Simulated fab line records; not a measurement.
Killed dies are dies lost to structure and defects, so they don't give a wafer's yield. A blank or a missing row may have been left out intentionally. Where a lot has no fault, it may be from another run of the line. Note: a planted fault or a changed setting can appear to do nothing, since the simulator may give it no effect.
Chamber matching || flow gf180mcu || GF_STI_CMP_25 on cmp-01: 4 sister chambers
The step polishes, stops on Si3N4, t overpolish 33 s, target thk 524.6 nm. 20 wafers are shown with their chamber, then 10 later ones without.

## WAFERS WITH THEIR CHAMBER
{"wafer": "L566.1", "chamber": 0, "motor_current_A (A)": 11.6, "time_to_endpoint_s (s)": 136}
{"wafer": "L566.2", "chamber": 1, "motor_current_A (A)": 11.3, "time_to_endpoint_s (s)": 126}
{"wafer": "L566.4", "chamber": 3, "motor_current_A (A)": 11.1, "time_to_endpoint_s (s)": 131}
{"wafer": "L568.2", "chamber": 1, "motor_current_A (A)": 12.1, "time_to_endpoint_s (s)": 131}
{"wafer": "L568.4", "chamber": 3, "motor_current_A (A)": 11.1, "time_to_endpoint_s (s)": 130}
{"wafer": "L568.6", "chamber": 3, "motor_current_A (A)": 10.6, "time_to_endpoint_s (s)": 131}
{"wafer": "L569.3", "chamber": 1, "motor_current_A (A)": 12.2, "time_to_endpoint_s (s)": 137}
{"wafer": "L569.6", "chamber": 2, "motor_current_A (A)": 13.1, "time_to_endpoint_s (s)": 138}
{"wafer": "L570.6", "chamber": 2, "motor_current_A (A)": 12.5, "time_to_endpoint_s (s)": 131}
{"wafer": "L573.2", "chamber": 1, "motor_current_A (A)": 11.5, "time_to_endpoint_s (s)": 127}
{"wafer": "L573.3", "chamber": 3, "motor_current_A (A)": 11.3, "time_to_endpoint_s (s)": 125}
{"wafer": "L573.6", "chamber": 3, "motor_current_A (A)": 10.9, "time_to_endpoint_s (s)": 126}
{"wafer": "L575.2", "chamber": 3, "motor_current_A (A)": 11.4, "time_to_endpoint_s (s)": 124}
{"wafer": "L575.4", "chamber": 1, "motor_current_A (A)": 11.1, "time_to_endpoint_s (s)": 120}
{"wafer": "L575.6", "chamber": 2, "motor_current_A (A)": 12.7, "time_to_endpoint_s (s)": 130}
{"wafer": "L577.2", "chamber": 1, "motor_current_A (A)": 11.5, "time_to_endpoint_s (s)": 127}
{"wafer": "L577.4", "chamber": 0, "motor_current_A (A)": 10.9, "time_to_endpoint_s (s)": 124}
{"wafer": "L577.6", "chamber": 0, "motor_current_A (A)": 11.1, "time_to_endpoint_s (s)": 124}
{"wafer": "L579.1", "chamber": 0, "motor_current_A (A)": 10.4, "time_to_endpoint_s (s)": 127}
{"wafer": "L579.3", "chamber": 2, "motor_current_A (A)": 11.8, "time_to_endpoint_s (s)": 129}

SIGNATURES (averages over the wafers above)
{"reading": "motor_current_A", "chamber 0": 11.000, "chamber 1": 11.617, "chamber 2": 12.525, "chamber 3": 11.067, "scatter within a chamber": 0.434}
{"reading": "time_to_endpoint_s", "chamber 0": 127.75, "chamber 1": 128.00, "chamber 2": 132.00, "chamber 3": 127.83, "scatter within a chamber": 4.73}
Rule: for a wafer and a chamber, the distance is found by dividing, reading by reading, the gap between the wafer's reading and the chamber's mean by the reading's scatter, squaring, summing and taking the root. The wafer belongs to the nearest chamber; if the next one is less than 2 further off, it can't be placed. The scatter: take each reading less its chamber's mean, square it, sum over the shown wafers, divide by the number of wafers less the number of chambers, and take the root.

## WAFERS WITHOUT THEIR CHAMBER
{"wafer": "L579.6", "motor_current_A (A)": 12.4, "time_to_endpoint_s (s)": 130}
{"wafer": "L580.1", "motor_current_A (A)": 11.4, "time_to_endpoint_s (s)": 135}
{"wafer": "L580.4", "motor_current_A (A)": 11.1, "time_to_endpoint_s (s)": 133}
{"wafer": "L580.5", "motor_current_A (A)": 11.9, "time_to_endpoint_s (s)": 131}
{"wafer": "L582.2", "motor_current_A (A)": 11.7, "time_to_endpoint_s (s)": 132}
{"wafer": "L582.3", "motor_current_A (A)": 10.6, "time_to_endpoint_s (s)": 127}
{"wafer": "L582.5", "motor_current_A (A)": 12.6, "time_to_endpoint_s (s)": 125}
{"wafer": "L587.1", "motor_current_A (A)": 12.5, "time_to_endpoint_s (s)": 129}
{"wafer": "L587.2", "motor_current_A (A)": 11.7, "time_to_endpoint_s (s)": 133}
{"wafer": "L587.4", "motor_current_A (A)": 10.7, "time_to_endpoint_s (s)": 133}

## CHAMBER TAKEN BY EACH
{"wafer": "L579.6", "from the rows above": "can't be placed: 2 or 1", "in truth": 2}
{"wafer": "L580.1", "from the rows above": "can't be placed: 1 or 3 or 0 or 2", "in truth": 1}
{"wafer": "L580.4", "from the rows above": "can't be placed: 3 or 0 or 1", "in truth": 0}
{"wafer": "L580.5", "from the rows above": "can't be placed: 1 or 2 or 3 or 0", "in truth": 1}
{"wafer": "L582.2", "from the rows above": "can't be placed: 1 or 3 or 0 or 2", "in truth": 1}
{"wafer": "L582.3", "from the rows above": "can't be placed: 0 or 3 or 1", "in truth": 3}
{"wafer": "L582.5", "from the rows above": "can't be placed: 2 or 1", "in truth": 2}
{"wafer": "L587.1", "from the rows above": "can't be placed: 2 or 1", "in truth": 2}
{"wafer": "L587.2", "from the rows above": "can't be placed: 1 or 3 or 2 or 0", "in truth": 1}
{"wafer": "L587.4", "from the rows above": "can't be placed: 0 or 3 or 1", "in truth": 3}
Placed correctly: 0 of 10. Not placeable from these rows: 10 (in 10, the candidates include the true chamber). Number placed wrongly: 0.
